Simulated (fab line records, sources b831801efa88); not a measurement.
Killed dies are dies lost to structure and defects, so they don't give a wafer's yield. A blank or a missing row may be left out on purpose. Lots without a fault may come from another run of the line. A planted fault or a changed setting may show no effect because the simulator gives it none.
Which tool did it? | flow sky130 | 7 lots, 21 wafers sampled, at 1 step of a route of 708

WHAT THE GAUGES READ, wafer by wafer
SKY_FIELD_ISO_THK_MEAS_02.
lot  | measured    | on            | FIELD_ISO_OXIDATION_00_THK (nm)
L883 | day 3 03:38 | film_metro-03 | 15.01 14.85 14.84
L888 | day 4 05:26 | film_metro-02 | 12.47 12.39 12.24
L890 | day 4 15:46 | film_metro-02 | 11.92 11.90 12.12
L892 | day 5 02:01 | film_metro-04 | 11.65 11.62 11.75
L894 | day 5 10:38 | film_metro-02 | 11.70 11.87 11.81
L896 | day 5 23:18 | film_metro-02 | 11.84 12.05 11.99
L898 | day 6 14:27 | film_metro-04 | 12.00 11.92 11.99

WHICH TOOL RAN EACH LOT (tool, then ch and the chambers of the sampled wafers, then the start)
The record holds no process step before these readings.

THE ANSWER, worked out from the rows above alone
Rule: what is usual is taken from the lots themselves. Put in order of their means at a reading, lots are off if they are a third of the lots or fewer, leave a main group of 4 or more, and stand apart from it by a gap of 3 or more times the standard deviation of the main group's means; of several such gaps the widest counts. A main group whose means are all the same, to the digits that the tables above print for the reading, isn't used. A lot without any number at a reading at which 4 lots or more have one is off too. The other lots that the step has rows for count as sound.
Off: L883, at SKY_FIELD_ISO_THK_MEAS_02 (FIELD_ISO_OXIDATION_00_THK). The main group: mean 11.96 nm, standard deviation 0.21.
A tool fits if, at a process step before that reading, it ran every lot that is off, and no sound lot after the first of them. The gauges at SKY_FIELD_ISO_THK_MEAS_02 are tried like those tools. One fits: film_metro-03 at SKY_FIELD_ISO_THK_MEAS_02. It ran no sound lot before its first lot that is off in this sample, so the start can't be narrowed down.

WHAT THE SIMULATOR HAD PUT IN
Metrology matching offset: film_metro-03, from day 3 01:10 on, at SKY_FIELD_ISO_THK_MEAS_02. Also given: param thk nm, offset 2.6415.
Lots struck among those shown: L883. The rule above found the same.
